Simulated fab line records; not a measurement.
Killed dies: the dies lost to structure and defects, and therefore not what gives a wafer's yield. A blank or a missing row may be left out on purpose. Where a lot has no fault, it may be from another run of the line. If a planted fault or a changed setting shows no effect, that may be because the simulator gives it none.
fab line records    flow gf180mcu
record: lots: 11  wafers: 33  last-day: 34
route steps=602 shown V4@477 MIM@506 TOP_METAL@569 PASSIVATION@590
lots that met no fault: from a run of the same line without faults
start-h: hours from the record's first day to the start of the lot's first wafer shown    wait-h: hours elapsed since this lot's preceding step    " same as the row above    L1.1+2: several wafers, shown together as one row    - value missing, or start not given    * or withheld: withheld    < > ~ a bound
route shown NAME@n: a module of which the file shows steps, and the number in the route of the first    usual: average and standard deviation across the fault-free wafers    same: alike in all rows    chamber/n: place in a boat    sites: each site's reading    _std_site: standard deviation of those values    _edge_site: inner sites' mean taken away from outer sites' mean    radius-mm: how far each site lies from the wafer's centre    mask NAME#n: copy n    behind: the most recent tool/chamber to have shaped the wafer    hold: cause of the lot's hold/its duration in hours/its outcome    device: the transistor (n, p or np) that didn't switch    end of line: the same wafers' tests at the end of the route    a step without rows: its recipe alone    killed: not the wafer's yield, but the dies lost to structure and defects at the first sort    map: a wafer's dies, marking killed ones x, the rest . and places with no die _
set.NAME: the setting as run; set.NAME@STEP: as run at that earlier step    model.NAME: the simulator's own value behind a step, which no gauge read
the route's steps for a sample of lots (tables are steps, rows are wafers)
services: when a tool's chamber went out of use (start-h, in hours from the record's first day, below 0 if earlier), for how many hours, and the reason
== steps ==
step: GF_V4_THK_MEAS_01
recipe: reads: SiO2_of_V4_CVD_00
usual: V4_CVD_00_THK: 586/6.2
lot.wafer  tool           chamber  start-h  wait-h  V4_CVD_00_THK[nm]
L457.2     film-metro-03  -        549.69   0.0     593
L457.4     "              -        "        "       591
L457.6     "              -        "        "       596
L458.1     film-metro-01  -        552.54   0.0     585
L458.2     "              -        "        "       579
L458.4     "              -        "        "       580
L460.2     film-metro-04  -        573.71   0.0     577
L460.4     "              -        "        "       575
L460.5     "              -        "        "       583
L466.1     film-metro-01  -        612.84   0.0     594
L466.4     "              -        "        "       594
L466.6     "              -        "        "       585
L468.1     film-metro-03  -        630.18   0.0     588
L468.2     "              -        "        "       592
L468.5     "              -        "        "       588
L469.1     film-metro-04  -        635.78   0.0     595
L469.2     "              -        "        "       583
L469.6     "              -        "        "       587
L470.2     film-metro-01  -        644.58   0.0     587
L470.3     "              -        "        "       592
L470.5     "              -        "        "       587
L475.1     film-metro-03  -        682.13   0.0     588
L475.3     "              -        "        "       581
L475.5     "              -        "        "       587
L478.3     film-metro-01  -        703.31   0.1     582
L478.4     "              -        "        "       576
L478.6     "              -        "        "       582
L479.2     film-metro-03  -        704.00   0.0     587
L479.4     "              -        "        "       586
L479.6     "              -        "        "       587
L480.2     film-metro-03  -        709.79   0.0     601
L480.5     "              -        "        "       594
L480.6     "              -        "        "       591
step: GF_MIM_SPUTTER_03
recipe: material: Ti  target-thk-nm: 10  substrate-temp-c: 300  chamber-pressure-pa: 0.2951  power-w: 3000  time-s: 6.7
usual: cathode-dc-power-W: 3000.0/0.5  throttle-valve-pct: 30.9/0.97
lot.wafer  tool            chamber  start-h  wait-h  cathode-dc-power-W  throttle-valve-pct
L457.2     pvd-sputter-03  -        573.83   0.0     2999.5              29.6
L457.4     "               -        "        "       3000.0              29.3
L457.6     "               -        "        "       2999.9              31.7
L458.1     pvd-sputter-01  -        576.21   0.0     3000.4              32.9
L458.2     "               -        "        "       2999.2              30.2
L458.4     "               -        "        "       3000.2              30.0
L460.2     pvd-sputter-04  -        597.76   0.0     3000.7              29.7
L460.4     "               -        "        "       3000.0              31.5
L460.5     "               -        "        "       3000.8              29.9
L466.1     pvd-sputter-04  -        635.58   0.0     2999.7              30.8
L466.4     "               -        "        "       2999.8              31.5
L466.6     "               -        "        "       3000.0              31.6
L468.1     pvd-sputter-04  -        652.81   0.0     2999.9              30.7
L468.2     "               -        "        "       2999.8              31.6
L468.5     "               -        "        "       2999.8              31.7
L469.1     pvd-sputter-01  -        658.01   0.0     3000.0              31.4
L469.2     "               -        "        "       2999.7              30.0
L469.6     "               -        "        "       3000.8              30.5
L470.2     pvd-sputter-01  -        666.00   0.0     3000.4              30.4
L470.3     "               -        "        "       2999.9              29.9
L470.5     "               -        "        "       2999.6              31.4
L475.1     pvd-sputter-04  -        703.58   0.0     2999.7              30.9
L475.3     "               -        "        "       3000.3              31.9
L475.5     "               -        "        "       2999.7              31.8
L478.3     pvd-sputter-01  -        723.33   0.0     2999.2              30.5
L478.4     "               -        "        "       2999.7              30.5
L478.6     "               -        "        "       3000.5              32.7
L479.2     pvd-sputter-04  -        724.43   0.0     3000.2              31.6
L479.4     "               -        "        "       3000.4              29.9
L479.6     "               -        "        "       2999.1              30.1
L480.2     pvd-sputter-04  -        729.66   0.0     3000.1              30.9
L480.5     "               -        "        "       2999.8              31.5
L480.6     "               -        "        "       3000.2              31.1
step: GF_TOP_METAL_SPUTTER_02
recipe: material: AlCu  target-thk-nm: 900  power-w: 10600  chamber-pressure-pa: 0.3  substrate-temp-c: 250  gas: Ar  time-s: 47.82
usual: cathode-dc-power-W: 10600/2  throttle-valve-pct: 30.5/1.2
lot.wafer  tool            chamber  start-h  wait-h  cathode-dc-power-W  throttle-valve-pct
L457.2     pvd-sputter-04  -        638.85   0.0     10596               29.7
L457.4     "               -        "        "       10599               31.5
L457.6     "               -        "        "       10600               31.4
L458.1     pvd-sputter-02  -        641.75   0.0     10601               28.5
L458.2     "               -        "        "       10603               29.4
L458.4     "               -        "        "       10597               29.7
L460.2     pvd-sputter-02  -        663.74   0.0     10600               30.9
L460.4     "               -        "        "       10601               29.1
L460.5     "               -        "        "       10601               31.0
L466.1     pvd-sputter-04  -        697.55   0.0     10600               31.1
L466.4     "               -        "        "       10603               29.8
L466.6     "               -        "        "       10599               31.5
L468.1     pvd-sputter-04  -        713.05   0.0     10601               31.5
L468.2     "               -        "        "       10600               29.7
L468.5     "               -        "        "       10598               31.7
L469.1     pvd-sputter-01  -        719.27   0.0     10597               30.4
L469.2     "               -        "        "       10603               31.2
L469.6     "               -        "        "       10599               33.1
L470.2     pvd-sputter-02  -        726.41   0.0     10600               30.7
L470.3     "               -        "        "       10596               28.8
L470.5     "               -        "        "       10598               28.5
L475.1     pvd-sputter-02  -        759.10   0.0     10601               28.7
L475.3     "               -        "        "       10599               29.4
L475.5     "               -        "        "       10601               28.4
L478.3     pvd-sputter-04  -        777.61   0.0     10600               31.9
L478.4     "               -        "        "       10598               29.9
L478.6     "               -        "        "       10597               31.5
L479.2     pvd-sputter-02  -        777.91   0.0     10605               28.3
L479.4     "               -        "        "       10596               29.7
L479.6     "               -        "        "       10601               29.3
L480.2     pvd-sputter-02  -        783.00   0.0     10599               31.0
L480.5     "               -        "        "       10598               29.4
L480.6     "               -        "        "       10601               31.1
step: GF_TOP_METAL_RS_MEAS_05
recipe: thk-meas-gauge: four-point-probe  reads: TiN_of_TOP_METAL_SPUTTER_04+Ti_of_TOP_METAL_SPUTTER_03+AlCu_of_TOP_METAL_SPUTTER_02+TiN_of_TOP_METAL_SPUTTER_01+Ti_of_TOP_METAL_SPUTTER_00
usual: TOP_METAL_ALCU_RS: 0.0329/0.00035
lot.wafer  tool           chamber  start-h  wait-h  TOP_METAL_ALCU_RS[ohm/sq]
L457.2     film-metro-04  -        638.96   0.0     0.0327
L457.4     "              -        "        "       0.0326
L457.6     "              -        "        "       0.0326
L458.1     film-metro-04  -        641.84   0.0     0.0326
L458.2     "              -        "        "       0.0326
L458.4     "              -        "        "       0.0333
L460.2     film-metro-03  -        663.85   0.0     0.0332
L460.4     "              -        "        "       0.0331
L460.5     "              -        "        "       0.0330
L466.1     film-metro-03  -        697.64   0.0     0.0662
L466.4     "              -        "        "       0.0641
L466.6     "              -        "        "       0.0635
L468.1     film-metro-02  -        713.14   0.0     0.0623
L468.2     "              -        "        "       0.0634
L468.5     "              -        "        "       0.0648
L469.1     film-metro-02  -        719.36   0.0     0.0333
L469.2     "              -        "        "       0.0327
L469.6     "              -        "        "       0.0328
L470.2     film-metro-03  -        726.52   0.0     0.0330
L470.3     "              -        "        "       0.0330
L470.5     "              -        "        "       0.0327
L475.1     film-metro-03  -        759.19   0.0     0.0324
L475.3     "              -        "        "       0.0323
L475.5     "              -        "        "       0.0323
L478.3     film-metro-03  -        777.74   0.1     0.0331
L478.4     "              -        "        "       0.0329
L478.6     "              -        "        "       0.0328
L479.2     film-metro-04  -        778.02   0.0     0.0328
L479.4     "              -        "        "       0.0331
L479.6     "              -        "        "       0.0327
L480.2     film-metro-04  -        783.11   0.0     0.0333
L480.5     "              -        "        "       0.0328
L480.6     "              -        "        "       0.0331
step: GF_TOP_METAL_THK_MEAS_06
recipe: thk-meas-gauge: xrf  reads: AlCu_of_TOP_METAL_SPUTTER_02
usual: TOP_METAL_ALCU_THK: 908/11
lot.wafer  tool           chamber  start-h  wait-h  TOP_METAL_ALCU_THK[nm]
L457.2     film-metro-04  -        639.07   0.1     914
L457.4     "              -        "        "       909
L457.6     "              -        "        "       909
L458.1     film-metro-04  -        641.96   0.1     909
L458.2     "              -        "        "       915
L458.4     "              -        "        "       890
L460.2     film-metro-03  -        663.96   0.1     897
L460.4     "              -        "        "       905
L460.5     "              -        "        "       902
L466.1     film-metro-03  -        697.76   0.1     450
L466.4     "              -        "        "       468
L466.6     "              -        "        "       470
L468.1     film-metro-02  -        713.26   0.1     483
L468.2     "              -        "        "       476
L468.5     "              -        "        "       464
L469.1     film-metro-02  -        719.48   0.1     903
L469.2     "              -        "        "       915
L469.6     "              -        "        "       917
L470.2     film-metro-03  -        726.63   0.1     908
L470.3     "              -        "        "       910
L470.5     "              -        "        "       922
L475.1     film-metro-03  -        759.31   0.1     922
L475.3     "              -        "        "       927
L475.5     "              -        "        "       928
L478.3     film-metro-03  -        777.84   0.1     902
L478.4     "              -        "        "       906
L478.6     "              -        "        "       912
L479.2     film-metro-04  -        778.13   0.1     912
L479.4     "              -        "        "       903
L479.6     "              -        "        "       913
L480.2     film-metro-04  -        783.22   0.1     891
L480.5     "              -        "        "       905
L480.6     "              -        "        "       899
step: GF_PASSIVATION_THK_MEAS_03
recipe: reads: Si3N4_of_PASSIVATION_CVD_02
usual: PASSIVATION_CVD_02_THK: 701/11
lot.wafer  tool           chamber  start-h  wait-h  PASSIVATION_CVD_02_THK[nm]
L457.2     film-metro-04  -        660.04   0.2     691
L457.4     "              -        "        "       697
L457.6     "              -        "        "       703
L458.1     film-metro-04  -        663.44   0.1     697
L458.2     "              -        "        "       691
L458.4     "              -        "        "       717
L460.2     film-metro-03  -        684.43   0.2     694
L460.4     "              -        "        "       719
L460.5     "              -        "        "       703
L466.1     film-metro-04  -        717.85   0.3     676
L466.4     "              -        "        "       697
L466.6     "              -        "        "       695
L468.1     film-metro-03  -        732.21   0.1     681
L468.2     "              -        "        "       679
L468.5     "              -        "        "       682
L469.1     film-metro-04  -        738.01   0.1     687
L469.2     "              -        "        "       688
L469.6     "              -        "        "       700
L470.2     film-metro-01  -        745.16   0.2     704
L470.3     "              -        "        "       699
L470.5     "              -        "        "       715
L475.1     film-metro-03  -        776.44   0.1     712
L475.3     "              -        "        "       715
L475.5     "              -        "        "       720
L478.3     film-metro-01  -        793.98   0.2     712
L478.4     "              -        "        "       711
L478.6     "              -        "        "       711
L479.2     film-metro-04  -        794.75   0.2     703
L479.4     "              -        "        "       713
L479.6     "              -        "        "       711
L480.2     film-metro-04  -        799.72   0.2     675
L480.5     "              -        "        "       678
L480.6     "              -        "        "       683
== services ==
tool            chamber  start-h  hours  kind
pvd-sputter-01  2        564.65   -      consumable-replace:kit
pvd-sputter-01  2        564.65   18.0   scheduled-down
pvd-sputter-02  2        581.52   -      consumable-replace:kit
pvd-sputter-02  2        581.52   18.0   scheduled-down
pvd-sputter-02  2        581.52   18.0   vent-cycle
pvd-sputter-02  -        581.77   1.8    repair
pvd-sputter-04  -        594.60   1.6    repair
pvd-sputter-03  -        631.22   1.1    repair
pvd-sputter-02  -        634.54   2.2    repair
pvd-sputter-01  -        634.99   8.4    repair
pvd-sputter-04  0        656.55   -      consumable-replace:kit
pvd-sputter-04  0        656.55   18.0   scheduled-down
pvd-sputter-04  0        656.55   18.0   vent-cycle
pvd-sputter-01  -        669.72   9.1    repair
pvd-sputter-04  -        678.89   3.5    repair
pvd-sputter-01  -        682.20   2.3    repair
pvd-sputter-02  -        716.46   3.7    repair
pvd-sputter-03  -        726.72   1.2    repair
pvd-sputter-04  3        747.15   -      consumable-replace:kit
pvd-sputter-04  3        747.15   18.0   scheduled-down
pvd-sputter-04  3        747.15   18.0   vent-cycle
pvd-sputter-03  -        749.18   1.5    repair
pvd-sputter-03  -        759.98   9.5    repair
pvd-sputter-03  -        772.29   3.2    repair
== key ==
first-sign: step: GF_TOP_METAL_RS_MEAS_05  reading: TOP_METAL_ALCU_RS  direction: up  sigmas: 88  usual: 0.0329  struck: 0.0641
effect: step: GF_TOP_METAL_THK_MEAS_06  reading: TOP_METAL_ALCU_THK  direction: down  sigmas: 41  usual: 908  struck: 468
met-at GF_TOP_METAL_SPUTTER_02
struck-lots L466,L468
not-acting-at GF_V4_THK_MEAS_01,GF_MIM_SPUTTER_03,GF_PASSIVATION_THK_MEAS_03
onset-between 638.85 697.55
fault: kind: process-parameter-drift  tool: pvd-sputter-04  chamber: -  onset-h: 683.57  steps: GF_TOP_METAL_SPUTTER_02  channel: target-thk-nm  offset: -437.85  shape: step  end-h: 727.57  acts-in: these-recipes-only  stated: 900
